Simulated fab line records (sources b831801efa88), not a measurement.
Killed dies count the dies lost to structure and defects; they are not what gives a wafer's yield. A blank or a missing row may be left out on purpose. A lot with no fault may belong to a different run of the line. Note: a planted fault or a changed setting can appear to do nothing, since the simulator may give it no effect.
The tool behind it: which one? ; flow sky130 ; Sampling: 24 lots, 72 wafers, 5 of 708 route steps

## WHAT EACH GAUGE READ, for each wafer
SKY_RES_XHIGH_TW_MEAS_09. Usual: RES_XHIGH_TW 1638, standard deviation 22.
lot;measured;on;RES_XHIGH_TW;flag
L075;day 28 03:10;filmMetro-01;1623 1615 1614;
L074;day 28 04:57;filmMetro-01;1621 1616 1618;
L076;day 28 05:20;filmMetro-01;1626 1619 1618;
L077;day 28 07:42;filmMetro-03;1656 1652 1653;
L078;day 28 19:13;filmMetro-01;1623 1616 1617;
L079;day 29 06:59;filmMetro-03;1659 1652 1653;
L080;day 29 12:46;filmMetro-01;1611 1619 1614;
L081;day 29 15:41;filmMetro-03;1655 1659 1653;
L082;day 29 16:25;filmMetro-03;1657 1657 1654;
L083;day 30 03:28;filmMetro-01;1610 1614 1618;
L084;day 30 15:52;filmMetro-01;1612 1607 1611;
L085;day 30 19:14;filmMetro-01;1617 1617 1609;
L086;day 31 02:30;filmMetro-04;1664 1662 1670;
L087;day 31 07:03;filmMetro-01;1608 1611 1605;
L088;day 31 18:10;filmMetro-03;1655 1661 1656;
L089;day 31 20:02;filmMetro-04;1657 1665 1663;
L090;day 32 00:33;filmMetro-01;1624 1629 1619;
L091;day 32 09:53;filmMetro-01;1630 1624 1622;
L092;day 32 21:57;filmMetro-04;1661 1661 1653;
L093;day 33 04:11;filmMetro-03;1661 1657 1655;
L094;day 33 17:06;filmMetro-03;1659 1659 1659;
L095;day 34 02:58;filmMetro-03;1652 1662 1653;
L097;day 34 05:49;filmMetro-03;1662 1665 1655;
L096;day 34 08:55;filmMetro-01;1628 1620 1624;

SKY_CONTACT_THK_MEAS_01. Usual: CONTACT_CVD_00_THK 75.0 nm, standard deviation 0.85.
lot;measured;on;CONTACT_CVD_00_THK (nm);flag
L075;day 31 19:17;filmMetro-04;74.3 76.4 75.1;
L074;day 31 21:28;filmMetro-02;74.5 74.8 75.1;
L076;day 31 21:51;filmMetro-03;75.3 73.5 76.2;
L077;day 32 00:02;filmMetro-02;73.6 74.5 75.4;
L078;day 32 10:47;filmMetro-02;74.2 74.7 74.2;
L079;day 32 21:11;filmMetro-03;73.4 75.0 74.8;
L080;day 33 04:19;filmMetro-02;74.5 74.1 75.6;
L081;day 33 07:08;filmMetro-04;73.7 73.7 75.4;
L082;day 33 07:45;filmMetro-02;73.7 75.5 75.7;
L083;day 33 18:13;filmMetro-03;75.3 75.2 75.8;
L084;day 34 06:10;filmMetro-02;74.8 74.2 75.3;
L085;day 34 10:58;filmMetro-02;73.4 74.4 75.3;
L086;day 34 15:10;filmMetro-04;74.2 73.9 73.9;
L087;day 34 19:53;filmMetro-02;74.0 74.7 75.8;
L088;day 35 07:32;filmMetro-02;74.4 75.3 76.1;
L089;day 35 09:02;filmMetro-02;74.6 76.0 75.7;
L090;day 35 13:49;filmMetro-02;74.2 74.2 75.6;
L091;day 35 21:34;filmMetro-04;73.8 74.4 75.9;
L092;day 36 09:42;filmMetro-04;74.3 75.6 76.0;
L093;day 36 16:47;filmMetro-02;74.3 76.4 76.3;
L094;day 37 05:33;filmMetro-03;74.5 74.5 75.4;
L095;day 37 15:21;filmMetro-02;74.8 75.3 75.7;
L097;day 37 17:43;filmMetro-04;76.0 76.1 76.1;
L096;day 37 21:38;filmMetro-04;74.4 75.3 75.2;

SKY_VIA1_RS_MEAS_22: measurement is done with a four-point probe. Usual: VIA1_W_RS 0.425 ohm/sq, standard deviation 0.0079.
lot;measured;on;VIA1_W_RS (ohm/sq);flag
L075;day 35 08:46;filmMetro-03;0.431 0.425 0.429;
L074;day 35 10:25;filmMetro-01;0.432 0.434 0.428;
L076;day 35 13:16;filmMetro-03;0.432 0.429 0.435;
L077;day 35 15:03;filmMetro-04;0.429 0.417 0.430;
L078;day 36 00:07;filmMetro-01;0.433 0.447 0.438;
L079;day 36 09:50;filmMetro-01;0.421 0.425 0.427;
L080;day 36 18:15;filmMetro-03;0.410 0.434 0.412;
L081;day 36 20:42;filmMetro-03;0.435 0.420 0.433;
L082;day 36 21:06;filmMetro-03;0.433 0.429 0.421;
L083;day 37 07:07;filmMetro-04;0.421 0.422 0.421;
L084;day 37 19:09;filmMetro-03;0.414 0.431 0.414;
L085;day 38 00:32;filmMetro-01;0.418 0.427 0.419;
L086;day 38 03:59;filmMetro-04;0.424 0.407 0.424;
L087;day 38 08:04;filmMetro-04;0.421 0.433 0.428;
L088;day 38 19:37;filmMetro-04;0.430 0.426 0.426;
L089;day 38 21:44;filmMetro-04;0.428 0.422 0.434;
L090;day 39 01:59;filmMetro-01;0.422 0.422 0.420;
L091;day 39 08:08;filmMetro-03;0.432 0.412 0.435;
L092;day 39 19:21;filmMetro-04;0.405 0.428 0.432;
L093;day 40 03:27;filmMetro-03;0.424 0.428 0.424;
L094;day 40 14:02;filmMetro-01;0.420 0.423 0.422;
L095;day 40 23:27;filmMetro-01;0.416 0.430 0.412;
L097;day 41 01:10;filmMetro-01;0.444 0.434 0.419;
L096;day 41 05:19;filmMetro-04;0.427 0.427 0.431;

SKY_METAL2_RS_MEAS_05: measurement is done with a four-point probe. Usual: METAL2_ALCU_RS 0.1269 ohm/sq, standard deviation 0.0017.
lot;measured;on;METAL2_ALCU_RS (ohm/sq);flag
L075;day 35 09:23;filmMetro-02;0.1295 0.1269 0.1276;
L074;day 35 11:29;filmMetro-03;0.1277 0.1288 0.1295;
L076;day 35 13:59;filmMetro-03;0.1257 0.1276 0.1273;
L077;day 35 15:40;filmMetro-03;0.1261 0.1265 0.1272;
L078;day 36 00:44;filmMetro-02;0.1269 0.1268 0.1236;
L079;day 36 10:41;filmMetro-01;0.1243 0.1270 0.1249;
L080;day 36 18:53;filmMetro-02;0.1275 0.1295 0.1279;
L081;day 36 21:19;filmMetro-01;0.1252 0.1254 0.1257;
L082;day 36 21:43;filmMetro-02;0.1274 0.1282 0.1253;
L083;day 37 07:44;filmMetro-03;0.1278 0.1268 0.1267;
L084;day 37 19:46;filmMetro-02;0.1246 0.1247 0.1256;
L085;day 38 01:09;filmMetro-02;0.1281 0.1304 0.1283;
L086;day 38 04:36;filmMetro-02;0.1269 0.1271 0.1295;
L087;day 38 08:41;filmMetro-01;0.1268 0.1255 0.1254;
L088;day 38 20:14;filmMetro-01;0.1280 0.1293 0.1294;
L089;day 38 22:22;filmMetro-01;0.1309 0.1298 0.1290;
L090;day 39 02:46;filmMetro-03;0.1266 0.1274 0.1271;
L091;day 39 08:46;filmMetro-02;0.1255 0.1269 0.1262;
L092;day 39 19:58;filmMetro-02;0.1246 0.1249 0.1262;
L093;day 40 04:04;filmMetro-02;0.1235 0.1232 0.1255;
L094;day 40 14:39;filmMetro-01;0.1282 0.1267 0.1259;
L095;day 41 00:04;filmMetro-02;0.1276 0.1278 0.1278;
L097;day 41 01:47;filmMetro-01;0.1244 0.1257 0.1258;
L096;day 41 05:56;filmMetro-02;0.1270 0.1252 0.1280;

## WHICH TOOL RAN EACH LOT (tool, then ch and the chambers of the sampled wafers, then the start)
lot;SKY_VIA1_STRIP_16
L075;plasmaAsher-02 ch 0,1, day 35 07:59
L074;plasmaAsher-03 ch 1, day 35 09:41
L076;plasmaAsher-02 ch 0,1, day 35 12:29
L077;plasmaAsher-01 ch 0,1, day 35 14:17
L078;plasmaAsher-03 ch 0,1, day 35 23:23
L079;plasmaAsher-01 ch 0,1, day 36 09:02
L080;plasmaAsher-03 ch 0, day 36 17:29
L081;plasmaAsher-01 ch 0,1, day 36 19:56
L082;plasmaAsher-02 ch 0,1, day 36 20:20
L083;plasmaAsher-02 ch 0,1, day 37 06:20
L084;plasmaAsher-01 ch 0,1, day 37 18:23
L085;plasmaAsher-01 ch 0,1, day 37 23:47
L086;plasmaAsher-01 ch 0,1, day 38 03:14
L087;plasmaAsher-02 ch 0,1, day 38 07:20
L088;plasmaAsher-03 ch 0,1, day 38 18:42
L089;plasmaAsher-01 ch 0,1, day 38 20:27
L090;plasmaAsher-01 ch 0,1, day 39 01:12
L091;plasmaAsher-03 ch 0,1, day 39 07:20
L092;plasmaAsher-01 ch 0,1, day 39 18:32
L093;plasmaAsher-01 ch 0,1, day 40 02:41
L094;plasmaAsher-03 ch 0,1, day 40 13:14
L095;plasmaAsher-03 ch 0,1, day 40 22:39
L097;plasmaAsher-03 ch 0,1, day 41 00:23
L096;plasmaAsher-01 ch 0,1, day 41 04:29
- SKY_VIA1_STRIP_16: strips in O2/N2.

## WHAT THE TOOLS THEMSELVES READ (means of the sampled wafers that have a number; where no wafer has one, the mark that the record gives instead)
SKY_VIA1_STRIP_16. Usual: drypumpMotorCurrentA 5.50 A, standard deviation 0.23; oesProductAu 0.415 a.u., standard deviation 0.0048; stripTimeToEndpointS 4.464 s, standard deviation 0.022.
lot;tool;drypumpMotorCurrentA (A);oesProductAu (a.u.);stripTimeToEndpointS (s);flag
L075;plasmaAsher-02;5.50;0.413;4.438;
L074;plasmaAsher-03;5.65;0.415;4.473;
L076;plasmaAsher-02;5.48;0.417;4.463;
L077;plasmaAsher-01;5.39;0.413;4.457;
L078;plasmaAsher-03;5.59;0.414;4.427;
L079;plasmaAsher-01;5.55;0.414;4.465;
L080;plasmaAsher-03;5.57;0.418;4.458;
L081;plasmaAsher-01;5.54;0.413;4.426;
L082;plasmaAsher-02;5.47;0.418;4.477;
L083;plasmaAsher-02;5.49;0.417;4.468;
L084;plasmaAsher-01;5.54;0.414;4.464;
L085;plasmaAsher-01;5.37;0.413;4.439;
L086;plasmaAsher-01;5.38;0.414;4.480;
L087;plasmaAsher-02;5.29;0.418;4.463;
L088;plasmaAsher-03;5.62;0.416;4.480;
L089;plasmaAsher-01;5.39;0.415;4.443;
L090;plasmaAsher-01;5.55;0.415;4.432;
L091;plasmaAsher-03;5.62;0.415;4.444;
L092;plasmaAsher-01;5.55;0.420;4.480;
L093;plasmaAsher-01;5.54;0.416;4.483;
L094;plasmaAsher-03;5.63;0.415;4.471;
L095;plasmaAsher-03;5.63;0.420;4.481;
L097;plasmaAsher-03;5.63;0.408;4.469;
L096;plasmaAsher-01;5.37;0.417;4.495;

## THE ANSWER, worked out from the rows above alone
Rule: take the mean of a lot's wafers that have a number; if it is more than 3 standard deviations from the usual mean, the lot is off. Also off: a lot with no number at a reading for which 4 or more lots have one. Where the step has rows for the other lots, those lots are counted as sound. Order of review: gauges by route order, followed by the tools' own readings, for which a lot's mean as printed above is used. The first step at which some lot is off is used, and at that step the reading that is off furthest; a lot without a number counts as furthest.
None of the lots is off at any reading shown; this tells nothing.

## WHAT HAD BEEN PUT IN BY THE SIMULATOR
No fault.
